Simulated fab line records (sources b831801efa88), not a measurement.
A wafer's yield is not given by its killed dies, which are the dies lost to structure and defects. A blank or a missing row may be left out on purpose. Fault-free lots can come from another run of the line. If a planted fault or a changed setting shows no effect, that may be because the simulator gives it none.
2 desks, one fault | flow sky130 | each desk has only its own numbers; what lay behind them comes last

THE TOOL OWNER'S DESK: furnace-01
The tool's own readings at SKY_SONOS_ONO_OXIDATION_00 (stabilise 600 s, purge 300 s, target thk 2.6 nm): means of the sampled wafers that have a number, for each lot that ran on this tool. The brackets show how far a lot's mean lies from the usual mean; more than 4 standard deviations puts the lot out of limits, marked OUT. It has 9 readings, of which 7 appear: the earliest out of limits, and the ones furthest out on some lot.
Columns: A = spike_tc_bottom_C at SKY_SONOS_ONO_OXIDATION_00, usual 820.4 C; B = spike_tc_centre_C at SKY_SONOS_ONO_OXIDATION_00, usual 800.2 C; C = spike_tc_lower_C at SKY_SONOS_ONO_OXIDATION_00, usual 800.7 C; D = spike_tc_top_C at SKY_SONOS_ONO_OXIDATION_00, usual 812.6 C; E = spike_tc_upper_C at SKY_SONOS_ONO_OXIDATION_00, usual 800.2 C; F = tube_center_temp_C at SKY_SONOS_ONO_OXIDATION_00, usual 800 C; G = tube_center_temp_C_max at SKY_SONOS_ONO_OXIDATION_00, usual 802.05
lot  | first seen here | A               | B               | C                | D               | E               | F                     | G
L561 | day 11 04:15    | 820.4           | 800.8           | 802.2            | 813.8           | 799.0           | 800                   | 802.16
L573 | day 15 06:19    | 835.9 (+17) OUT | 816.6 (+16) OUT | 819.8 (+10) OUT  | 828.8 (+13) OUT | 814.9 (+12) OUT | 816 (+99 or more) OUT | 818.08 (+53) OUT
L575 | day 16 09:12    | 835.7 (+16) OUT | 816.6 (+16) OUT | 819.3 (+9.8) OUT | 829.0 (+14) OUT | 814.9 (+12) OUT | 816 (+99 or more) OUT | 817.94 (+53) OUT
This desk finds L573, L575 out of limits, L573 being first, at day 15 06:19 (spike_tc_bottom_C at SKY_SONOS_ONO_OXIDATION_00). In limits: L561.

THE METROLOGY DESK
What the gauges read, lot by lot, whatever tool the lot ran on: means of the sampled wafers that have a number. The brackets show how far a lot's mean lies from the usual mean; more than 4 standard deviations puts the lot out of limits, marked OUT.
Columns: A = NWELL_2_TW at SKY_NWELL_TW_MEAS_26, usual 497.1; B = VT_ADJUST_HVTP_TW at SKY_VT_ADJUST_HVTP_TW_MEAS_11, usual 1354; C = SONOS_ONO_OXIDATION_THK at SKY_SONOS_ONO_THK_MEAS_01, usual 2.60 nm
lot  | first seen here | A     | B    | C
L561 | day 5 06:44     | 496.4 | 1347 | 2.63
L566 | day 6 15:42     | 497.3 | 1351 | 2.66
L573 | day 8 08:43     | 500.7 | 1343 | 3.24 (+12) OUT
L574 | day 8 13:38     | 495.7 | 1351 | 2.58
L575 | day 9 05:51     | 500.4 | 1363 | 3.26 (+12) OUT
L576 | day 9 09:49     | 494.3 | 1361 | 2.60
L577 | day 9 12:00     | 499.0 | 1352 | 2.67
L578 | day 9 16:26     | 498.8 | 1363 | 2.69
L582 | day 10 15:21    | 498.6 | 1360 | 2.49
L583 | day 10 23:20    | 496.3 | 1352 | 2.52
L584 | day 11 04:02    | 497.4 | 1365 | 2.54
Per this desk, out of limits: L573, L575; the first was L573, day 15 07:40 (SONOS_ONO_OXIDATION_THK at SKY_SONOS_ONO_THK_MEAS_01). In limits: L561, L566, L574, L576, L577, L578, L582, L583, L584.

ALL TOGETHER
At day 15 06:19, on L573, L575, the tool owner's desk was in a position to raise an alarm.
On L573, L575, the metrology desk was in a position to raise an alarm at day 15 07:40.
Every lot named ran SKY_SONOS_ONO_OXIDATION_00 on furnace-01.

WHAT THE SIMULATOR HAD PUT IN
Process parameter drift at SKY_SONOS_ONO_OXIDATION_00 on furnace-01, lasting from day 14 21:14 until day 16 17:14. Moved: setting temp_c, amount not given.
Lots struck among those shown: L573, L575.
Delay (hours) between the fault's onset and each desk's first out-of-limits reading: 9 at the tool owner's desk, 10 at the metrology desk.
